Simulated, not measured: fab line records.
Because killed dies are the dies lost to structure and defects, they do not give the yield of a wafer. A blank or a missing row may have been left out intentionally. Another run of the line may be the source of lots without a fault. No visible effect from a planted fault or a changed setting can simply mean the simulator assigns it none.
Matching of chambers || flow sfqLine || 3 sister chambers for SFQ_TRILAYER_A5C_DEP_PECVD_142 on pecvd-02
The step deposits SiO2 from SiH4/N2O, time 15.556 s, target thk 70 nm. 3 wafers are shown with their chamber, then 7 later ones without.

EACH WAFER AND ITS CHAMBER
{"wafer": "L791.3", "chamber": 2, "heaterPowerW (W)": 80}
{"wafer": "L793.1", "chamber": 1, "heaterPowerW (W)": 89}
{"wafer": "L793.4", "chamber": 0, "heaterPowerW (W)": 95}

WAFERS WITH NO CHAMBER GIVEN
{"wafer": "L793.5", "heaterPowerW (W)": 89}
{"wafer": "L796.2", "heaterPowerW (W)": 96}
{"wafer": "L796.3", "heaterPowerW (W)": 80}
{"wafer": "L796.5", "heaterPowerW (W)": 80}
{"wafer": "L798.1", "heaterPowerW (W)": 71}
{"wafer": "L798.3", "heaterPowerW (W)": 97}
{"wafer": "L798.5", "heaterPowerW (W)": 98}

WHICH CHAMBER EACH ONE RAN IN
{"wafer": "L793.5", "from the rows above": "can't be placed: 1 or 0", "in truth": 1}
{"wafer": "L796.2", "from the rows above": "can't be placed: 0 or 1", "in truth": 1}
{"wafer": "L796.3", "from the rows above": 2, "in truth": 2}
{"wafer": "L796.5", "from the rows above": 2, "in truth": 2}
{"wafer": "L798.1", "from the rows above": 2, "in truth": 2}
{"wafer": "L798.3", "from the rows above": "can't be placed: 0 or 1", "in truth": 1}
{"wafer": "L798.5", "from the rows above": "can't be placed: 0 or 1", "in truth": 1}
Correct placement for 3 of the 7. Unplaceable from these rows: 4, with the true chamber sitting among the candidates in 4. Wrongly placed: 0.
How it was worked out, from the rows above alone: a wafer's distance from a chamber is the root of the sum, over the readings, of the square of ((its reading less the chamber's mean) divided by the reading's scatter). If the next closest chamber is less than 2 further off than the closest, the wafer can't be placed; otherwise it belongs to the closest. The mean given for a chamber averages the wafers shown for that chamber. The scatter: root of mean squared gap, hidden wafer to nearest shown wafer, with one shown wafer a chamber.
